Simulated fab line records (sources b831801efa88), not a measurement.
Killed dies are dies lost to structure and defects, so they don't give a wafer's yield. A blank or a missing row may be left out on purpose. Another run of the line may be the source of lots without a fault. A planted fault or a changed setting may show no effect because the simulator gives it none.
Struck lot and sound lot, side by side | flow sky130 | 13 steps out of a route of 708
Sound: wafers L708.2, L708.3, L708.4. The struck wafers were L714.2, L714.3, L714.5. The cause is given at the end.
Per side, at each step with rows, come the tool, then ch with its chambers, and then its first start. Under that, the readings that differ: sound wafers | struck wafers | difference of the means | sigmas: that difference in standard deviations of wafers without a fault.
alike: readings with means less than 2 such deviations apart, plus words and numbers identical on both sides. not compared: withheld readings, readings lacking a value on some wafer, bounds such as >300 that could conceal the same value, and numbers that have no deviation in the record and whose values overlap.
A row with sigmas, a row that says differs or no value, or rows on one side alone: a step with any of these is where the two part. Numbers that have no deviation but don't overlap get no sigmas and don't part them. Lack of a reading on every wafer of one side parts them only where that side has two or more wafers.

first, 5 steps without rows for these wafers: SKY_FIELD_ISO_WET_ETCH_18 (etches Si3N4 in H3PO4, target depth 25 nm, time 286 s); SKY_FIELD_ISO_CLEAN_19 (cleans in SC1/SC2, time 150 s); SKY_FIELD_ISO_CLEAN_20 (cleans in dHF, time 20 s); SKY_FIELD_ISO_WET_ETCH_21 (etches SiO2 in dHF, target depth 20 nm, time 400 s); SKY_FIELD_ISO_OXIDATION_22 (stabilise 600 s, purge 300 s, target thk 10 nm).
SKY_FIELD_ISO_THK_MEAS_23:
  struck on film metro-01, day 4 05:33; sound on film metro-02, day 3 00:09
  alike: FIELD_ISO_OXIDATION_01_THK
then, 1 step without rows for these wafers: SKY_FIELD_ISO_CVD_24 (deposits SiO2, target thk 595 nm, time 99.2 s).
SKY_FIELD_ISO_THK_MEAS_25:
  struck on film metro-04, day 4 05:43; sound on film metro-01, day 3 00:17
  alike: FIELD_ISO_CVD_24_THK
then, 1 step without rows for these wafers: SKY_FIELD_ISO_ANNEAL_26 (time 1800 s).
SKY_FIELD_ISO_CMP_27: polishes, stops on Si3N4, t overpolish 16 s, target thk 457.8 nm.
  sound on cmp-02 ch 1,2,3, day 3 03:02; struck on cmp-02 ch 0,2,3, day 4 07:19
  alike: head pressure psi, motor current A, overpolish run s, slurry flow ml min, time to endpoint s
then, 2 steps without rows for these wafers: SKY_FIELD_ISO_WET_ETCH_28 (etches SiO2 in dHF, target depth 23.7 nm, time 47 s); SKY_FIELD_ISO_WET_ETCH_29 (etches Si3N4 in H3PO4, target depth 160 nm, time 1825 s).
SKY_FIELD_ISO_WET_ETCH_30: etches SiO2 in dHF, target depth 25 nm, time 50 s.
  sound on wet bench-04 ch 2, day 3 03:53; struck on wet bench-02 ch 1, day 4 08:06
  no value came back on the struck wafers for bath heat duty pct (%), run length s (s); on the sound wafers bath heat duty pct (%) reads 6.1 6.0 6.7
  reading                                          | sound             | struck            | difference | sigmas
  model.SiO2_of_FIELD_ISO_CVD_24.thk nm (nm)       | 404.3 404.2 401.4 | 431.9 432.8 432.5 | +29.1      |
  model.SiO2_of_FIELD_ISO_OXIDATION_01.thk nm (nm) | 0 0 0             | 11.54 11.65 11.59 | +11.59     |

== WHERE THEY PART ==
Only at SKY_FIELD_ISO_WET_ETCH_30, within this record.

WHY: what had been put in by the simulator
Skipped step whole: wet bench-02, from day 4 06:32 on, at SKY_FIELD_ISO_WET_ETCH_30. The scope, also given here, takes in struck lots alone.
